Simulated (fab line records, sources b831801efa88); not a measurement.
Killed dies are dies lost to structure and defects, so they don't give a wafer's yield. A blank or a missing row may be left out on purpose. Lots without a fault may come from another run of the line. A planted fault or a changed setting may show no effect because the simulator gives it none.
fab line records | flow sky130
record lots=6 wafers=16 last_day=50
route steps=708 shown LI_CONTACT@380 LOCAL_INTERCONNECT@387
lots that met no fault: from a run of the same line without faults
start_h: hours from the record's first day to the start of the lot's first wafer shown | wait_h: hours since the lot's step before | " the same as in the row above | L1.1+2: a row that stands for several wafers | - no value, or no start given | * or withheld: withheld | < > ~ a bound
route shown NAME@n: a module of which the file shows steps, and the number in the route of the first | usual: mean/standard deviation of fault-free wafers | same: alike in all rows | chamber/n: place in a boat | sites: the reading at each site | _std_site: their standard deviation | _edge_site: outer sites' mean less inner sites' | radius_mm: how far each site lies from the wafer's centre | mask NAME#n: copy n | behind: the tool/chamber that last shaped the wafer | hold: why the lot was held/for how many hours/how that ended | device: the transistor (n, p or np) that didn't switch | end of line: the same wafers' tests at the end of the route | a step without rows: its recipe alone | killed: dies lost to structure and defects at the first sort, not the wafer's yield | map: a wafer's dies, x killed, . not, _ none there
set.NAME: the setting as run; set.NAME@STEP: as run at that earlier step | model.NAME: the simulator's own value behind a step, which no gauge read
lots at some steps of the route; a table a step, a row a wafer
services: from which hour (start_h, from the record's first day; less than 0 if before it) a tool's chamber was out of use, for how many hours, and why
## steps
# step SKY_LI_CONTACT_PRE_CLEAN_18
# recipe gas=Ar time_s=5.6 bias_v=358
# step SKY_LI_CONTACT_SPUTTER_19
# recipe material=Ti target_thk_nm=20 chamber_pressure_pa=5 power_w=2500 substrate_temp_c=200 time_s=106.37
# usual throttle_valve_pct=30.0/1.2
# columns lot.wafer tool chamber start_h wait_h throttle_valve_pct
L802.1 pvd_sputter-02 - 718.48 0.0 28.3
L802.4 " - " " 31.1
L802.6 " - " " 30.1
L805.1 pvd_sputter-02 - 735.94 0.0 28.4
L805.2 " - " " 30.9
L805.6 " - " " 31.1
L811.2 pvd_sputter-02 - 780.20 0.0 30.2
L811.3 " - " " 28.7
L816.5 pvd_sputter-04 - 813.94 0.0 31.6
L816.6 " - " " 28.7
L818.1 pvd_sputter-04 - 836.11 0.0 28.2
L818.2 " - " " 28.7
L818.6 " - " " 28.2
L820.1 pvd_sputter-02 - 850.45 0.0 28.7
L820.5 " - " " 29.8
L820.6 " - " " 28.5
# step SKY_LI_CONTACT_SPUTTER_20
# recipe material=TiN target_thk_nm=20 chamber_pressure_pa=5 power_w=4000 time_s=80
# step SKY_LI_CONTACT_CVD_21
# recipe material=W target_thk_nm=400 time_s=120.56 temp_c=400 pressure_torr=40
# usual heater_power_w=821/58
# columns lot.wafer tool chamber start_h wait_h heater_power_w
L802.1 cvd_w-01 1 718.61 0.0 766
L802.4 " 1 " " 782
L802.6 " 0 " " 762
L805.1 cvd_w-02 1 736.07 0.0 795
L805.2 " 0 " " 881
L805.6 " 1 " " 790
L811.2 cvd_w-01 1 780.34 0.0 768
L811.3 " 1 " " 776
L816.5 cvd_w-01 0 814.12 0.1 766
L816.6 " 1 " " 770
L818.1 cvd_w-02 0 836.26 0.0 907
L818.2 " 1 " " 780
L818.6 " 1 " " 796
L820.1 cvd_w-02 1 850.59 0.0 777
L820.5 " 0 " " 904
L820.6 " 1 " " 785
# step SKY_LI_CONTACT_RS_MEAS_22
# recipe thk_meas_gauge=four-point-probe reads=W_of_LI_CONTACT_CVD_21+TiN_of_LI_CONTACT_SPUTTER_20+Ti_of_LI_CONTACT_SPUTTER_19
# usual LI_CONTACT_W_RS=0.285/0.0031
# columns lot.wafer tool chamber start_h wait_h LI_CONTACT_W_RS[ohm/sq]
L802.1 film_metro-03 - 718.74 0.1 0.283
L802.4 " - " " 0.287
L802.6 " - " " 0.287
L805.1 film_metro-02 - 736.20 0.1 0.279
L805.2 " - " " 0.283
L805.6 " - " " 0.283
L811.2 film_metro-03 - 780.49 0.1 0.282
L811.3 " - " " 0.280
L816.5 film_metro-03 - 814.25 0.1 0.288
L816.6 " - " " 0.289
L818.1 film_metro-03 - 836.39 0.1 0.286
L818.2 " - " " 0.284
L818.6 " - " " 0.282
L820.1 film_metro-03 - 850.72 0.1 0.288
L820.5 " - " " 0.289
L820.6 " - " " 0.287
# step SKY_LI_CONTACT_THK_MEAS_23
# recipe thk_meas_gauge=xrf reads=W_of_LI_CONTACT_CVD_21
# usual LI_CONTACT_W_THK=406/6
# columns lot.wafer tool chamber start_h wait_h LI_CONTACT_W_THK[nm]
L802.1 film_metro-03 - 718.86 0.1 413
L802.4 " - " " 406
L802.6 " - " " 403
L805.1 film_metro-02 - 736.32 0.1 412
L805.2 " - " " 408
L805.6 " - " " 408
L811.2 film_metro-03 - 780.60 0.1 411
L811.3 " - " " 414
L816.5 film_metro-03 - 814.33 0.1 403
L816.6 " - " " 402
L818.1 film_metro-03 - 836.51 0.1 403
L818.2 " - " " 406
L818.6 " - " " 412
L820.1 film_metro-03 - 850.84 0.1 406
L820.5 " - " " 406
L820.6 " - " " 410
# step SKY_LI_CONTACT_CMP_24
# recipe stop_on=PSG t_overpolish_s=20 down_force_psi=3.5 platen_rpm=60 target_thk_nm=0 pad_velocity_m_s=0.94248
# usual motor_current_A=11.2/1.1 overpolish_run_s=19.999/0.009 slurry_flow_ml_min=150.0/0.49 time_to_endpoint_s=94/4.2
# columns lot.wafer tool chamber start_h wait_h motor_current_A overpolish_run_s slurry_flow_ml_min time_to_endpoint_s
L802.1 cmp-02 0 718.92 0.1 10.2 20.005 150.4 90
L802.4 " 3 " " 11.9 20.018 149.6 85
L802.6 " 0 " " 10.5 20.018 149.7 84
L805.2 cmp-02 0 736.38 0.0 10.1 20.000 148.9 90
L805.1 " 2 " " 11.3 19.995 150.1 99
L805.6 " 0 " " 9.9 20.015 150.5 90
L811.2 cmp-02 3 780.75 0.1 12.2 19.995 149.8 93
L811.3 " 0 " " 10.1 20.009 150.5 89
L816.5 cmp-01 1 814.55 0.2 12.2 19.993 150.5 96
L816.6 " 2 " " 12.4 19.999 149.7 97
L818.1 cmp-01 2 836.67 0.1 12.3 20.005 150.6 95
L818.2 " 3 " " 12.3 19.991 149.6 97
L818.6 " 1 " " 11.6 20.003 150.4 95
L820.1 cmp-02 1 850.95 0.1 9.6 20.000 149.4 87
L820.5 " 0 " " 10.7 20.005 150.6 85
L820.6 " 1 " " 9.6 20.005 149.3 91
# step SKY_LOCAL_INTERCONNECT_SPUTTER_00
# recipe material=TiN target_thk_nm=100 temp_c=300 power_w=6500 time_s=83.3 chamber_pressure_pa=0.4
# usual throttle_valve_pct=29.9/1.2
# columns lot.wafer tool chamber start_h wait_h throttle_valve_pct
L802.1 pvd_sputter-01 - 719.22 0.2 28.2
L802.4 " - " " 30.0
L802.6 " - " " 29.9
L805.1 pvd_sputter-03 - 736.68 0.1 31.1
L805.2 " - " " 31.6
L805.6 " - " " 31.7
L811.2 pvd_sputter-01 - 780.95 0.1 30.4
L811.3 " - " " 29.7
L816.5 pvd_sputter-01 - 814.68 0.1 28.1
L816.6 " - " " 30.9
L818.1 pvd_sputter-04 - 836.87 0.1 28.6
L818.2 " - " " 31.4
L818.6 " - " " 31.3
L820.1 pvd_sputter-01 - 851.20 0.2 30.6
L820.5 " - " " 29.9
L820.6 " - " " 28.2
# step SKY_LOCAL_INTERCONNECT_RS_MEAS_01
# recipe thk_meas_gauge=four-point-probe reads=TiN_of_LOCAL_INTERCONNECT_SPUTTER_00
# usual LOCAL_INTERCONNECT_TIN_RS=14.18/0.18
# columns lot.wafer tool chamber start_h wait_h LOCAL_INTERCONNECT_TIN_RS[ohm/sq]
L802.1 film_metro-02 - 719.28 0.0 14.08
L802.4 " - " " 14.01
L802.6 " - " " 14.07
L805.1 film_metro-01 - 736.74 0.0 14.05
L805.2 " - " " 14.26
L805.6 " - " " 14.30
L811.2 film_metro-01 - 781.04 0.1 14.17
L811.3 " - " " 14.23
L816.5 film_metro-01 - 814.79 0.1 14.18
L816.6 " - " " 14.04
L818.1 film_metro-04 - 836.94 0.0 14.14
L818.2 " - " " 14.34
L818.6 " - " " 14.28
L820.1 film_metro-01 - 851.26 0.0 14.12
L820.5 " - " " 14.10
L820.6 " - " " 14.22
# step SKY_LOCAL_INTERCONNECT_THK_MEAS_02
# recipe thk_meas_gauge=xrf reads=TiN_of_LOCAL_INTERCONNECT_SPUTTER_00
# usual LOCAL_INTERCONNECT_TIN_THK=99.8/1.3
# columns lot.wafer tool chamber start_h wait_h LOCAL_INTERCONNECT_TIN_THK[nm]
L802.1 film_metro-02 - 719.40 0.1 100.8
L802.4 " - " " 101.0
L802.6 " - " " 100.6
L805.1 film_metro-01 - 736.86 0.1 100.4
L805.2 " - " " 98.6
L805.6 " - " " 99.1
L811.2 film_metro-01 - 781.15 0.1 99.5
L811.3 " - " " 99.4
L816.5 film_metro-01 - 814.87 0.1 99.4
L816.6 " - " " 100.3
L818.1 film_metro-04 - 837.06 0.1 100.0
L818.2 " - " " 98.6
L818.6 " - " " 98.9
L820.1 film_metro-01 - 851.38 0.1 100.3
L820.5 " - " " 100.3
L820.6 " - " " 99.8
# step SKY_LOCAL_INTERCONNECT_DEHYDRATE_03
# recipe temp_c=200 time_s=60
# step SKY_LOCAL_INTERCONNECT_HMDS_04
# recipe prime_time_s=60 prime_temp_c=120
# step SKY_LOCAL_INTERCONNECT_COAT_05
# recipe resist=BARC temp_c=withheld time_s=withheld spin_rpm=3000 resist_thk_nm=60
# usual dispense_pressure_kPa=53/4.9
# columns lot.wafer tool chamber start_h wait_h dispense_pressure_kPa
L802.1 litho_track-02 0 732.76 0.1 49
L802.4 " 0 " " 49
L802.6 " 0 " " 49
L805.1 litho_track-04 0 749.63 0.1 51
L805.2 " 0 " " 51
L805.6 " 0 " " 51
L811.2 litho_track-04 0 794.80 0.1 51
L811.3 " 0 " " 51
L816.5 litho_track-04 0 827.98 0.1 51
L816.6 " 0 " " 51
L818.1 litho_track-02 0 850.11 0.1 49
L818.2 " 0 " " 49
L818.6 " 0 " " 49
L820.1 litho_track-01 0 863.45 0.1 60
L820.5 " 0 " " 60
L820.6 " 0 " " 60
# step SKY_LOCAL_INTERCONNECT_COAT_06
# recipe resist=KrF-thick spin_rpm=3000 resist_thk_nm=450
# step SKY_LOCAL_INTERCONNECT_SOFTBAKE_07
# recipe temp_c=100 time_s=90 resist=KrF-thick
# step SKY_LOCAL_INTERCONNECT_EXPOSE_08
# recipe mask_id=LI1M na=0.8 source_shape=annular sigma_inner=0.55 sigma_outer=0.85 target_cd_nm=170 dose_mj=28
# step SKY_LOCAL_INTERCONNECT_PEB_09
# recipe peb_temp_c=withheld peb_time_s=withheld resist=KrF-thick
# step SKY_LOCAL_INTERCONNECT_DEVELOP_10
# recipe develop_time_s=60 resist=KrF-thick dev_temp_c=21
# step SKY_LOCAL_INTERCONNECT_CD_MEAS_11
# recipe target_cd_nm=170
# usual cd_nm=170.1/1.7
# columns lot.wafer tool chamber start_h wait_h cd_nm
L802.1 cd_sem-02 - 745.80 - 172.9
L802.4 " - " " 171.8
L802.6 " - " " 171.4
L805.1 cd_sem-01 - 763.93 - 172.2
L805.2 " - " " 171.9
L805.6 " - " " 172.9
L811.2 cd_sem-01 - 808.72 - 171.5
L811.3 " - " " 172.3
L816.5 cd_sem-01 - 840.69 - 172.4
L816.6 " - " " 172.7
L818.1 cd_sem-02 - 862.35 - 170.2
L818.2 " - " " 168.3
L818.6 " - " " 167.9
L820.1 cd_sem-01 - 876.58 - 168.5
L820.5 " - " " 167.8
L820.6 " - " " 168.0
# step SKY_LOCAL_INTERCONNECT_OVL_MEAS_12
# usual LOCAL_INTERCONNECT_OVL=2/4.6
# columns lot.wafer tool chamber start_h wait_h LOCAL_INTERCONNECT_OVL[nm]
L802.1 overlay-01 - 745.92 0.1 7
L802.4 " - " " 7
L802.6 " - " " 0
L805.1 overlay-01 - 764.05 0.1 8
L805.2 " - " " -4
L805.6 " - " " 2
L811.2 overlay-02 - 808.82 0.1 2
L811.3 " - " " -3
L816.5 overlay-01 - 840.75 0.0 5
L816.6 " - " " 2
L818.1 overlay-02 - 862.47 0.1 5
L818.2 " - " " -1
L818.6 " - " " 1
L820.1 overlay-02 - 876.70 0.1 -2
L820.5 " - " " 7
L820.6 " - " " 3
# step SKY_LOCAL_INTERCONNECT_ETCH_13
# recipe chemistry=N2/H2 target=BARC ion_energy_ev=200 bias_w=100 pressure_mtorr=30 n2_flow_sccm=100 h2_flow_sccm=200 icp_w=500 stop_on=SiO2 time_s=45.9 target_depth_a=600
# usual chamber_pressure_mTorr=29.999/0.025 drypump_motor_current_A=5.9/0.55 oes_product_au=0.855/0.0052 throttle_valve_pct=13.224/0.0091
# columns lot.wafer tool chamber start_h wait_h chamber_pressure_mTorr drypump_motor_current_A oes_product_au rf_hours_counter_h throttle_valve_pct model.etch.depth_nm
L802.1 rie_metal-02 0 745.95 0.0 30.011 5.6 0.853 1 13.225 59.96
L802.4 " 0 " " 30.030 5.7 0.851 - 13.246 60
L802.6 " 0 " " 29.970 5.6 0.853 - 13.221 59.97
L805.1 rie_metal-03 1 764.08 0.0 29.966 5.1 0.854 14 13.241 59.96
L805.2 " 0 " " 30.005 6.6 0.852 11 13.233 59.98
L805.6 " 1 " " 30.018 5.1 0.852 - 13.223 60.04
L811.2 rie_metal-02 0 808.87 0.0 30.014 5.6 0.858 - 13.229 60.46
L811.3 " 0 " " 29.952 5.6 0.904 - 13.240 66.23
L816.5 rie_metal-03 0 840.81 0.0 29.999 6.6 0.857 - 13.244 60.15
L816.6 " 1 " " 30.031 5.1 0.908 - 13.231 65.95
L818.1 rie_metal-03 0 862.50 0.0 29.990 6.6 0.861 15 13.220 60.16
L818.2 " 1 " " 29.971 5.1 0.854 19 13.233 60.18
L818.6 " 0 " " 30.021 6.6 0.858 - 13.228 60.11
L820.1 rie_metal-04 0 876.73 0.0 30.005 5.6 0.852 13 13.224 59.82
L820.5 " 0 " " 29.964 5.6 0.855 - 13.218 60
L820.6 " 1 " " 29.998 6.5 0.857 - 13.231 59.89
# step SKY_LOCAL_INTERCONNECT_METAL_ETCH_14
# recipe target_depth_nm=110 stop_on=PSG chemistry=Cl2/BCl3 target=TiN resist_sidewall_deg=88 pressure_mtorr=10 icp_w=900 bias_w=48.5 Cl2_flow_sccm=60 bcl3_flow_sccm=30 time_s=31.4
# usual chamber_pressure_mTorr=10.000/0.0092 drypump_motor_current_A=5.9/0.55 mfc_cl2_sccm=59.98/0.18 oes_product_au=0.939/0.0082 throttle_valve_pct=21.902/0.0098
# columns lot.wafer tool chamber start_h wait_h chamber_pressure_mTorr drypump_motor_current_A mfc_cl2_sccm oes_product_au rf_hours_counter_h throttle_valve_pct
L802.1 rie_metal-02 0 746.08 0.1 10.011 5.7 59.69 0.945 1 21.902
L802.4 " 0 " " 9.992 5.7 59.84 0.946 - 21.906
L802.6 " 0 " " 10.011 5.7 59.95 0.943 - 21.886
L805.1 rie_metal-03 1 764.14 0.0 9.997 5.1 60.04 0.942 14 21.917
L805.2 " 0 " " 9.999 6.6 60.20 0.935 11 21.890
L805.6 " 1 " " 10.013 5.1 59.90 0.927 - 21.905
L811.2 rie_metal-02 0 809.00 0.1 10.005 5.6 59.92 0.934 - 21.903
L811.3 " 0 " " 9.991 5.6 60.13 0.941 - 21.903
L816.5 rie_metal-03 0 840.86 0.0 9.988 6.6 59.46 0.941 - 21.906
L816.6 " 1 " " 10.006 5.1 60.22 0.934 - 21.913
L818.1 rie_metal-03 0 862.57 0.0 10.002 6.6 60.22 0.937 15 21.898
L818.2 " 1 " " 9.990 5.1 59.65 0.934 19 21.904
L818.6 " 0 " " 10.011 6.6 60.19 0.932 - 21.908
L820.1 rie_metal-04 0 876.79 0.0 9.981 5.6 60.05 0.942 13 21.891
L820.5 " 0 " " 9.987 5.6 59.98 0.945 - 21.908
L820.6 " 1 " " 9.999 6.4 59.93 0.940 - 21.918
# step SKY_LOCAL_INTERCONNECT_STRIP_15
# recipe chemistry=O2/N2 power_w=1400 pressure_mtorr=1500 platen_temp_c=withheld o2_flow_sccm=3000 n2_flow_sccm=300 overash_fraction=0.5
# usual chamber_pressure_mTorr=1499.9/1.5 drypump_motor_current_A=5.5/0.55 oes_product_au=0.427/0.0046 strip_time_to_endpoint_s=4.718/0.022
# columns lot.wafer tool chamber start_h wait_h chamber_pressure_mTorr drypump_motor_current_A oes_product_au rf_hours_counter_h strip_time_to_endpoint_s
L802.1 plasma_asher-04 0 746.18 0.1 1500.3 4.9 0.420 66 4.721
L802.4 " 0 " " 1503.1 4.9 0.423 - 4.684
L802.6 " 0 " " 1499.2 4.8 0.425 - 4.723
L805.1 plasma_asher-03 1 764.20 0.0 1502.3 5.8 0.426 32 4.731
L805.2 " 0 " " 1500.3 4.8 0.428 32 4.677
L805.6 " 0 " " 1496.1 4.8 0.431 - 4.717
L811.2 plasma_asher-02 1 809.08 0.1 1498.2 5.8 0.421 7 4.699
L811.3 " 1 " " 1500.0 5.8 0.427 - 4.778
L816.5 plasma_asher-03 1 840.95 0.1 1497.6 5.8 0.418 - 4.680
L816.6 " 0 " " 1500.7 4.8 0.424 - 4.771
L818.1 plasma_asher-03 0 862.62 0.0 1499.0 4.8 0.427 42 4.698
L818.2 " 1 " " 1499.9 5.9 0.429 42 4.709
L818.6 " 1 " " 1497.4 5.9 0.424 - 4.678
L820.1 plasma_asher-02 0 876.85 0.0 1498.8 6.0 0.421 13 4.742
L820.5 " 0 " " 1499.3 6.0 0.429 - 4.754
L820.6 " 1 " " 1499.3 5.8 0.429 - 4.747
# step SKY_LOCAL_INTERCONNECT_STRIP_16
# recipe chemistry=post_etch_residue_remover time_s=1200 temp_c=72.5
## services
# columns tool chamber start_h hours kind
cmp-02 - 696.19 0.7 repair
cvd_w-01 - 700.24 2.8 repair
pvd_sputter-03 - 706.45 8.1 repair
cmp-01 - 711.22 4.5 pm
plasma_asher-02 - 715.90 0.7 repair
cvd_w-01 1 727.38 13.5 repair
pvd_sputter-02 - 729.85 3.8 repair
plasma_asher-02 - 733.75 9.0 pm
rie_metal-04 - 735.27 2.8 pm
rie_metal-02 1 735.88 14.0 repair
cmp-02 - 744.19 4.0 pm
rie_metal-04 - 769.61 14.6 pm
rie_metal-02 - 772.92 14.6 pm
pvd_sputter-01 - 789.80 9.3 repair
cvd_w-02 1 801.05 2.5 repair
rie_metal-03 - 814.31 0.2 repair
rie_metal-03 - 822.28 2.8 pm
cmp-02 - 826.83 1.9 repair
pvd_sputter-03 - 830.58 4.7 repair
pvd_sputter-01 - 836.60 7.2 repair
cmp-02 - 856.16 11.8 repair
rie_metal-03 1 864.16 - clean
rie_metal-03 1 864.16 35.1 scheduled_down
cmp-02 - 867.97 5.5 pm
## key
first_sign step=SKY_LOCAL_INTERCONNECT_ETCH_13 reading=oes_product_au direction=up sigmas=9.8 usual=0.855 struck=0.906
effect step=SKY_LOCAL_INTERCONNECT_STRIP_15 reading=strip_time_to_endpoint_s direction=up sigmas=2.6 usual=* struck=*
model_effect step=SKY_LOCAL_INTERCONNECT_ETCH_13 value=etch.depth_nm without=60.33 struck=66.09
met_at SKY_LOCAL_INTERCONNECT_COAT_05
struck_wafers L811.3,L816.6
sort_left_out L816.6
tester_left_out L811,L816
onset_between 749.63 794.80
fault kind=process_parameter_drift tool=litho_track-04 chamber=- onset_h=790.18 steps=SKY_LOCAL_INTERCONNECT_COAT_05 channel=resist_thk_nm offset=5.724 shape=step end_h=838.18 scope=struck_wafers_only acts_in=these_recipes_only stated=60
# tester_left_out: of these lots the tester's yield and bins aren't shown, on N5 and GAA mostly nor the transistor test; their killed dies are dies lost to structure and defects alone, not to doping, threshold or leakage, so they don't give the yield
# sort_left_out: the simulated sort isn't trusted on such a fault, so these wafers' sort isn't shown, and their yield isn't known
